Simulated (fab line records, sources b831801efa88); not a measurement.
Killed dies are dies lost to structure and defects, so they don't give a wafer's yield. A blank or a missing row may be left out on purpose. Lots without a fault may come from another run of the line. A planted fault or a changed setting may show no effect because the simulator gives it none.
Which tool did it? | flow gf180mcu | 12 lots, 36 wafers sampled, at 1 step of a route of 602

WHAT THE GAUGES READ, wafer by wafer
GF_V4_RS_MEAS_24: measures by four-point-probe.
lot  | measured     | on            | V4_W_RS (ohm/sq)
L075 | day 24 14:47 | film_metro-03 | 0.315 0.324 0.314
L077 | day 25 18:23 | film_metro-01 | 0.321 0.312 0.314
L079 | day 26 07:35 | film_metro-04 | 0.317 0.329 0.329
L081 | day 26 19:31 | film_metro-03 | 0.336 0.335 0.332
L083 | day 27 15:17 | film_metro-01 | 0.315 0.326 0.329
L085 | day 28 10:23 | film_metro-03 | 0.325 0.320 0.328
L087 | day 28 19:56 | film_metro-03 | 0.315 0.314 0.330
L089 | day 29 07:53 | film_metro-03 | 0.331 0.316 0.328
L091 | day 29 17:38 | film_metro-03 | 0.334 0.329 0.318
L093 | day 30 07:55 | film_metro-03 | 0.322 0.331 0.320
L096 | day 31 04:14 | film_metro-04 | 0.315 0.326 0.314
L097 | day 31 07:13 | film_metro-04 | 0.319 0.319 0.320

WHICH TOOL RAN EACH LOT (tool, then ch and the chambers of the sampled wafers, then the start)
The record holds no process step before these readings.

THE ANSWER, worked out from the rows above alone
Rule: what is usual is taken from the lots themselves. Put in order of their means at a reading, lots are off if they are a third of the lots or fewer, leave a main group of 4 or more, and stand apart from it by a gap of 3 or more times the standard deviation of the main group's means; of several such gaps the widest counts. A main group whose means are all the same, to the digits that the tables above print for the reading, isn't used. A lot without any number at a reading at which 4 lots or more have one is off too. The other lots that the step has rows for count as sound.
No lot is off at any reading shown: from this, nothing can be told.

WHAT THE SIMULATOR HAD PUT IN
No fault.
